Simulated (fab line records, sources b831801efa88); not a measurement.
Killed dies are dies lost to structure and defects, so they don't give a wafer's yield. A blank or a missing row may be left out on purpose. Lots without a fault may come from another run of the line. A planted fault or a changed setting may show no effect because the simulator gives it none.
A struck lot beside a sound one | flow sky130 | 19 steps out of a route of 708
Sound: wafers L955.2, L955.3, L955.4. Struck: wafer L957.5. (L957.1, L957.2 of the same lot were not struck and are left out.) The cause comes at the end.
At each step with rows: each side's tool, then ch and its chambers, then its first start. Under that, the readings that differ: sound wafers | struck wafers | difference of the means | sigmas: that difference in standard deviations of wafers without a fault.
alike: readings whose means differ by less than 2 such deviations, and words and numbers that are the same on both sides. not compared: withheld readings, readings that some wafer has no value for, bounds like >300 that may hide the same value, and numbers for which the record gives no deviation and whose values overlap.
The two part at a step that has a row with sigmas, a row that says differs or no value, or rows on one side only. Numbers that don't overlap but have no deviation are shown without sigmas and don't part them. A reading that every wafer of one side lacks parts them only if that side has two wafers or more.

SKY_FIELD_ISO_BOW_MEAS_00:
  sound on film_metro-04, day 4 13:01; struck on film_metro-01, day 4 23:00
  reading           | sound   | struck | difference | sigmas
  INCOMING_BOW (um) | 4 11 -1 | -12    | -17        | -2
then, 1 step without rows for these wafers: SKY_FIELD_ISO_OXIDATION_01 (stabilise 600 s, purge 300 s, target thk 12 nm).
SKY_FIELD_ISO_THK_MEAS_02:
  sound on film_metro-01, day 4 15:55; struck on film_metro-04, day 5 01:35
  alike: FIELD_ISO_OXIDATION_00_THK
then, 1 step without rows for these wafers: SKY_FIELD_ISO_CVD_03 (deposits Si3N4 from DCS/NH3, target thk 165 nm, time 2830 s).
SKY_FIELD_ISO_THK_MEAS_04:
  sound on film_metro-01, day 4 19:31; struck on film_metro-01, day 5 03:26
  alike: FIELD_ISO_CVD_03_THK
then, 3 steps without rows for these wafers: SKY_FIELD_ISO_DEHYDRATE_05 (time 60 s); SKY_FIELD_ISO_HMDS_06 (prime time 60 s); SKY_FIELD_ISO_COAT_07 (resist thk 60 nm).
SKY_FIELD_ISO_COAT_08: resist thk 450 nm.
  sound on litho_track-03 ch 0, day 5 04:00; struck on litho_track-04 ch 0, day 5 12:00
  reading                                          | sound             | struck | difference | sigmas
  model.KrF-thick_of_FIELD_ISO_COAT_08.thk_nm (nm) | 449.7 450.8 450.1 | 502.7  | +52.5      |
then, 4 steps without rows for these wafers: SKY_FIELD_ISO_SOFTBAKE_09 (time 90 s); SKY_FIELD_ISO_EXPOSE_10 (exposes mask FOM, target cd 150 nm); SKY_FIELD_ISO_PEB_11; SKY_FIELD_ISO_DEVELOP_12 (develop time 60 s).
SKY_FIELD_ISO_CD_MEAS_13: target cd 150 nm.
  sound on cd_sem-01, day 5 13:31; struck on cd_sem-02, day 5 21:47
  alike: cd_nm
SKY_FIELD_ISO_ETCH_14: etches BARC in N2/H2, stops on SiO2, time 45.9 s, target depth 60 nm.
  sound on rie_diel-04 ch 1,2,3, day 5 13:37; struck on rie_diel-03 ch 3, day 5 21:55
  reading               | sound             | struck | difference | sigmas
  oes_product_au (a.u.) | 0.862 0.847 0.846 | 0.862  | +0.010     | +2
  alike: drypump_motor_current_A, throttle_valve_pct
  not compared: rf_hours_counter_h
SKY_FIELD_ISO_ETCH_15: etches the open film in CHF3/O2, stops on Si, target depth 180 nm, time 72 s.
  sound on rie_diel-04 ch 1,2,3, day 5 13:39; struck on rie_diel-03 ch 3, day 5 21:57
  reading                                          | sound             | struck | difference | sigmas
  model.KrF-thick_of_FIELD_ISO_COAT_08.thk_nm (nm) | 236.6 240.6 235.3 | 287.1  | +49.6      |
  alike: drypump_motor_current_A, oes_product_au, throttle_valve_pct
  not compared: rf_hours_counter_h
SKY_FIELD_ISO_STRIP_16: strips in O2/N2.
  sound on plasma_asher-04 ch 0,1, day 5 13:43; struck on plasma_asher-02 ch 0, day 5 22:01
  reading                      | sound             | struck | difference | sigmas
  oes_product_au (a.u.)        | 0.374 0.389 0.371 | 0.402  | +0.024     | +5
  strip_time_to_endpoint_s (s) | 3.552 3.584 3.535 | 4.107  | +0.550     | +20
  alike: drypump_motor_current_A, o2_flow_sccm
  not compared: rf_hours_counter_h
SKY_FIELD_ISO_ETCH_17: etches Si in HBr/Cl2/O2, target depth 342 nm, time 97.7 s.
  sound on rie_si-01 ch 0,1,3, day 5 13:49; struck on rie_si-01 ch 1, day 5 22:07
  alike: drypump_motor_current_A, oes_product_au, throttle_valve_pct
  not compared: rf_hours_counter_h
then, 1 step without rows for these wafers: SKY_PAD_OPEN_PROBE_99.

WHERE THEY PART
First at SKY_FIELD_ISO_BOW_MEAS_00; last, within this record, at SKY_FIELD_ISO_STRIP_16. Later steps at which nothing parts them and some readings are alike: SKY_FIELD_ISO_ETCH_17.

WHY: what the simulator had put in
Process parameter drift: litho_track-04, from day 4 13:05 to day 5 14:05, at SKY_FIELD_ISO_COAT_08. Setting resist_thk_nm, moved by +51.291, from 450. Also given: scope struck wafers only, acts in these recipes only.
